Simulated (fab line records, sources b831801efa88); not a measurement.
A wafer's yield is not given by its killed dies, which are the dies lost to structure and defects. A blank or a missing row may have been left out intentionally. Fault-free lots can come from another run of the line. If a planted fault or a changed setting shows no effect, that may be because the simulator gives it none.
Code-filled problem report in 8D (eight disciplines) form || flow sky130 || the parts of the form that need people (team, actions taken, sign-off) are left out

== 1. WHAT IS WRONG ==
At SKY_LDD_HVP_IMPLANT_08, beam energy keV averages 16.795 over 6 wafers from 2 lots, while fault-free wafers read 20.000, standard deviation 0.0054. That is -99 or more standard deviations from the usual mean.
The first sign was on wafer L814.1 at day 23 07:07, on implanter-02. Wafers with a number at this step in the record: 39, from 13 lots. By rule, "out" or "out of limits" means more than 4 standard deviations away from the usual mean. The rest of the wafers with a number are treated as sound.

== 2. WHAT IT IS, WHAT IT ISN'T ==
{"question": "which readings at this step", "is": "beam energy keV", "is not": "tilt deg"}
{"question": "which lots", "is": "L814, L815", "is not": "L809, L810, L816, L821, L822, L823, L824, L825, L827, L828, L829"}
{"question": "which wafers of those lots", "is": "all that have a number", "is not": "-"}
{"question": "read on which tools", "is": "implanter-02", "is not": "implanter-01, implanter-03"}
{"question": "when", "is": "from day 23 07:07", "is not": "up to then (6 sound wafers); but 27 sound wafers of L816, L821, L822, L823, L824, L825, L827, L828, L829 came after"}

== 3. SUSPECTS, AND WHAT RULES EACH OUT ==
Counting: a tool stays on the suspect list if, at a process step up to the reading, it processed all lots that are out and no sound lot following the first of them.
- implanter-02 at SKY_LDD_HVP_IMPLANT_08: ruled out as a lasting fault. The sound lots L821, L825 went through it after L814, its earliest lot that is out (day 23 07:07).
Left after counting: nothing in the record.

== 4. THE CAUSE (what the simulator had put in) ==
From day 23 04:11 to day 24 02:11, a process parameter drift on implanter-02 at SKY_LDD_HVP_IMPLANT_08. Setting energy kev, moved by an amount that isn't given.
Counting ruled it out, wrongly.

== 5. THE EFFECT CHAIN, in route order ==
Each row: a reading whose mean over the struck wafers that have a number lies more than 3 standard deviations from the usual. Scope: only readings with a usual standard deviation given in the record; hours: median across lots of the time from each lot's start at the first step in this table that gives one to its start at this step; sigmas: change in usual standard deviations.
{"hours": 0, "step": "SKY_LDD_HVP_IMPLANT_08", "reading": "beam energy keV", "usual": 20.000, "on struck wafers": 16.795, "change": -3.205, "sigmas": "-99 or more"}
The process steps in it:
- SKY_LDD_HVP_IMPLANT_08

== 6. WHAT WOULD HAVE CAUGHT IT SOONER ==
3 hours passed between the start of the fault at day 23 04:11 and the first reading out of limits in this record, taken at day 23 07:07.
